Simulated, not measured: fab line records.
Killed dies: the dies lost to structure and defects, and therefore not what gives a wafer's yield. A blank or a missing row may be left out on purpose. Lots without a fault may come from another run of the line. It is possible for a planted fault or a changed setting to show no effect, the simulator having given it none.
Struck lot and sound lot, side by side / flow sky130 / 15 out of 708 route steps
Sound: wafers L774.1, L774.4, L774.5. Struck: wafer L778.5 (left out: L778.2, a lot-mate that was not struck); the cause follows at the end.
For every step that has rows: the tool of each side, followed by ch and its chambers, followed by its first start. Under that, the readings that differ: sound wafers / struck wafers / difference of the means / sigmas: that difference in standard deviations of wafers without a fault.
alike: words and numbers the same on both sides, and readings whose means are apart by under 2 such deviations; not compared: readings that were withheld, readings missing a value for some wafer, numbers with overlapping values and no deviation given by the record, and bounds like >300 which may hide the same value.
Wherever a step has rows on one side only, a row that says differs or no value, or a row with sigmas, the two part there. Numbers that don't overlap but have no deviation are shown without sigmas and don't part them. Lack of a reading on every wafer of one side parts them only where that side has two or more wafers.

SKY_VIA1_CD_MEAS_12 targets a cd of 150 nm.
  sound on cd sem-01 at day 37 21:50; struck on cd sem-02 at day 39 00:57
reading=cd nm (nm); sound=146.8 146.8 143.7; struck=150.0; difference=+4.2; sigmas=+2
SKY_VIA1_OVL_MEAS_13:
  sound on overlay-01 at day 37 21:58; struck on overlay-01 at day 39 01:03
  alike: VIA1_OVL
SKY_VIA1_ETCH_14: etches BARC in N2/H2, stops on SiO2, time 45.9 s, target depth 60 nm.
  sound on rie diel-02 ch 0,1, day 37 22:00; struck on rie diel-02 ch 0, day 39 01:05
  alike: drypump motor current A, h2 flow sccm, oes product au, rf fwd power W, throttle valve pct
  not compared: rf hours counter h
then, 1 step without rows for these wafers: SKY_VIA1_ETCH_15 (etches SiO2 in C4F8/O2/Ar, stops on TiN, target depth 351 nm, time 54 s).
SKY_VIA1_STRIP_16: strips in O2/N2.
  sound on plasma asher-01 ch 1, day 37 22:05; struck on plasma asher-04 ch 1, day 39 01:10
  alike: drypump motor current A, o2 flow sccm, oes product au, strip time to endpoint s
  not compared: rf hours counter h
then, 3 steps without rows for these wafers: SKY_VIA1_STRIP_17 (strips in post etch residue remover, time 1200 s); SKY_VIA1_CLEAN_18 (cleans in IPA, time 180 s); SKY_VIA1_CLEAN_19 (cleans in O3/DIW).
SKY_VIA1_SPUTTER_20: material TiN, target thk 20 nm, time 80 s.
  sound on pvd sputter-03 at day 37 22:41; struck on pvd sputter-02 at day 39 01:49
  alike: throttle valve pct
SKY_VIA1_CVD_21: deposits W, target thk 270 nm, time 80.902 s.
  sound on cvd w-01 ch 0,1, day 37 22:44; struck on cvd w-02 ch 1, day 39 01:53
  alike: heater power w
SKY_VIA1_RS_MEAS_22: a four-point-probe measurement.
  sound on film metro-04 at day 37 22:50; struck on film metro-02 at day 39 01:59
  alike: VIA1_W_RS
SKY_VIA1_THK_MEAS_23: measures by xrf.
  sound on film metro-04 at day 37 22:57; struck on film metro-02 at day 39 02:06
  alike: VIA1_W_THK
SKY_VIA1_CMP_24: polishes, stops on SiO2, t overpolish 15 s, target thk 0 nm.
  sound on cmp-02 ch 1,2,3, day 37 23:12; struck on cmp-01 ch 2, day 39 02:12
reading=overpolish run s (s); sound=14.988 14.995 14.993; struck=0.037; difference=-14.955; sigmas=-99 or more
reading=time to endpoint s (s); sound=66 65 65; struck=105; difference=+40; sigmas=+13
  alike: motor current A
SKY_METAL2_SPUTTER_00: material Ti, target thk 15 nm, time 10 s.
  rows exist in the record for the sound wafers here (pvd sputter-03, day 37 23:31), none for the struck ones
-- the record jumps here: 11 days lie between the struck wafers' starts before and after (it left off in module METAL2 and takes up again in module PAD_OPEN, whose first step shown is number 708 of the route) --
SKY_PAD_OPEN_PROBE_99:
  sound on prober-01 at day 49 02:03; struck on prober-01 at day 49 23:28
reading=defect limited yield (%); sound=80.7 82.7 83.9; struck=0; difference=-82; sigmas=-43
reading=killed_at_M0_to_M3; sound=52 49 34; struck=437; difference=+392; sigmas=+54
reading=killed_at_M4_up; sound=1 0 2; struck=5; difference=+4; sigmas=+2
reading=killed at other; sound=0 0 0; struck=1; difference=+1; sigmas=+2
reading=killed dies; sound=95 85 79; struck=492; difference=+406; sigmas=+45
reading=killed on rim; sound=24 16 13; struck=96; difference=+78; sigmas=+21
reading=sort_bin_3_pad_short (%); sound=0.8 0.4 0.6; struck=84.6; difference=+84.0; sigmas=+99 or more
reading=sort n pass; sound=397 407 413; struck=0; difference=-406; sigmas=-45
reading=sort yield pct (%); sound=80.7 82.7 83.9; struck=0; difference=-82; sigmas=-43
  alike: killed at contacts, killed at front end, killed open, killed short, sort_bin_5_function, sort_bin_6_memory

WHERE THEY PART
Last at SKY_PAD_OPEN_PROBE_99 as far as this record goes, first at SKY_VIA1_CD_MEAS_12.

WHY: what had been put in by the simulator
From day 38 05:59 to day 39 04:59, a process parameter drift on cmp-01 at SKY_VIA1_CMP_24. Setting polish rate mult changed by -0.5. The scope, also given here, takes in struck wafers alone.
